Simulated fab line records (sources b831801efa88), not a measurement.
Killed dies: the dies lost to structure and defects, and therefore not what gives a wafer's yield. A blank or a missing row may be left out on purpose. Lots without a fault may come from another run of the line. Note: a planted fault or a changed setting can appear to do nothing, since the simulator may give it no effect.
A single fault, viewed from 2 desks -- flow gf180mcu -- numbers are kept per desk, each desk with only its own; the story behind them comes last

TOOL OWNER'S DESK, pvd_sputter-01
The tool's own readings at GF_TOP_METAL_SPUTTER_02 (material AlCu, target thk 900 nm, time 47.82 s): means of the sampled wafers that have a number, for each lot that ran on this tool. A lot is out of limits, marked OUT, if its mean lies more than 4 standard deviations from the usual mean; the brackets give that distance.
Columns: A = cathode_dc_power_W at GF_TOP_METAL_SPUTTER_02, usual 10600 W; B = substrate_temp_c at GF_TOP_METAL_SPUTTER_02, usual 250.01 C; C = throttle_valve_pct at GF_TOP_METAL_SPUTTER_02, usual 30.2 %
lot,first seen here,A,B,C
L691,day 27 01:40,10601,250.05,30.3
L699,day 29 18:10,10599,250.02,30.4
L704,day 31 09:26,10599,250.06,30.1
L707,day 32 01:05,10601,249.93,30.1
Finding of this desk: none of the 4 lots has anything out of limits.

AT THE METROLOGY DESK
What the gauges read for every lot (on any tool): the sampled wafers with a number, averaged. A lot is out of limits, marked OUT, if its mean lies more than 4 standard deviations from the usual mean; the brackets give that distance.
Columns: A = M4_OVL at GF_M4_OVL_MEAS_15, usual -1 nm; B = V5_CVD_00_THK at GF_V5_THK_MEAS_01, usual 299.5 nm; C = TOP_METAL_ALCU_RS at GF_TOP_METAL_RS_MEAS_05, usual 0.0328 ohm/sq; D = TOP_METAL_ALCU_THK at GF_TOP_METAL_THK_MEAS_06, usual 925 nm
lot,first seen here,A,B,C,D
L691,day 23 02:49,-2,301.4,0.0332,917
L693,day 23 20:10,-4,298.7,0.0335,909
L694,day 24 06:04,-11,301.6,0.0331,914
L695,day 24 14:37,-0,298.0,0.0330,917
L697,day 25 09:44,4,300.3,0.0327,923
L699,day 26 05:51,0,294.7,0.0330,915
L703,day 27 17:02,-5,302.7,0.0329,919
L704,day 28 01:55,-6,297.9,0.0425 (+25) OUT,733 (-17) OUT
L707,day 28 17:47,-7,299.9,0.0432 (+27) OUT,729 (-18) OUT
L713,day 30 10:05,-6,296.0,0.0331,914
L714,day 30 15:34,4,302.7,0.0327,927
This desk's result: L704, L707 out of limits, first on L704 (TOP_METAL_ALCU_RS at GF_TOP_METAL_RS_MEAS_05), day 31 09:31. L691, L693, L694, L695, L697, L699, L703, L713, L714 stayed within limits.

ALL TOGETHER
An alarm was possible from the metrology desk at day 31 09:31, on L704, L707.
The desk of the tool owner found nothing out of limits.
The tool owner's desk has L704, L707 on record, within its limits.
All the named lots went through GF_TOP_METAL_SPUTTER_02 on pvd_sputter-01.

WHAT THE SIMULATOR PUT IN
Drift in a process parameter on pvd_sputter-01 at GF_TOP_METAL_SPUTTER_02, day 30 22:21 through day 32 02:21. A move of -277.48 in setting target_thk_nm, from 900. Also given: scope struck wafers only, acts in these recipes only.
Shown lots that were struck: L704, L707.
Delay in hours, fault start to first out-of-limits reading, per desk: metrology desk 11.
